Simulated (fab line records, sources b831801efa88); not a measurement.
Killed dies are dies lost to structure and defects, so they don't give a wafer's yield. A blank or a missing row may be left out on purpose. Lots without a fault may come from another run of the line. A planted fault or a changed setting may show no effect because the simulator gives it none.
Which tool did it? | flow sky130 | 13 lots, 39 wafers sampled, at 1 step of a route of 708

WHAT THE GAUGES READ, wafer by wafer
SKY_POLY_GATE_CD_MEAS_22.
lot  | measured     | on        | cd_nm (nm)
L638 | day 16 17:56 | cd_sem-01 | 153.2 152.3 152.2
L639 | day 17 04:16 | cd_sem-01 | 148.2 150.4 147.7
L644 | day 19 06:42 | cd_sem-02 | 149.9 148.5 150.4
L643 | day 19 07:53 | cd_sem-02 | 148.9 151.1 150.4
L645 | day 19 12:33 | cd_sem-01 | 147.6 150.5 149.5
L646 | day 19 23:13 | cd_sem-01 | 147.6 148.1 147.4
L648 | day 21 13:19 | cd_sem-01 | 148.3 147.2 149.3
L647 | day 21 13:26 | cd_sem-02 | 148.7 150.6 152.2
L656 | day 23 23:25 | cd_sem-02 | 152.4 150.6 152.1
L657 | day 24 04:01 | cd_sem-01 | 152.6 151.8 152.0
L658 | day 24 08:46 | cd_sem-01 | 150.2 149.7 150.2
L659 | day 24 14:50 | cd_sem-02 | 153.1 151.7 152.6
L660 | day 24 20:30 | cd_sem-02 | 153.8 150.0 153.4

WHICH TOOL RAN EACH LOT (tool, then ch and the chambers of the sampled wafers, then the start)
The record holds no process step before these readings.

WHAT THE TOOLS THEMSELVES READ (means of the sampled wafers that have a number; where no wafer has one, the mark that the record gives instead)
The record holds no such reading with a usual standard deviation.

THE ANSWER, worked out from the rows above alone
Rule: what is usual is taken from the lots themselves. Put in order of their means at a reading, lots are off if they are a third of the lots or fewer, leave a main group of 4 or more, and stand apart from it by a gap of 3 or more times the standard deviation of the main group's means; of several such gaps the widest counts. A main group whose means are all the same, to the digits that the tables above print for the reading, isn't used. A lot without any number at a reading at which 4 lots or more have one is off too. The other lots that the step has rows for count as sound. The gauges are gone through in route order, then the tools' own readings, and for those a lot's mean is taken as printed above. The first step at which some lot is off is used, and at that step the reading that is off furthest; a lot without a number counts as furthest.
No lot is off at any reading shown: from this, nothing can be told.

WHAT THE SIMULATOR HAD PUT IN
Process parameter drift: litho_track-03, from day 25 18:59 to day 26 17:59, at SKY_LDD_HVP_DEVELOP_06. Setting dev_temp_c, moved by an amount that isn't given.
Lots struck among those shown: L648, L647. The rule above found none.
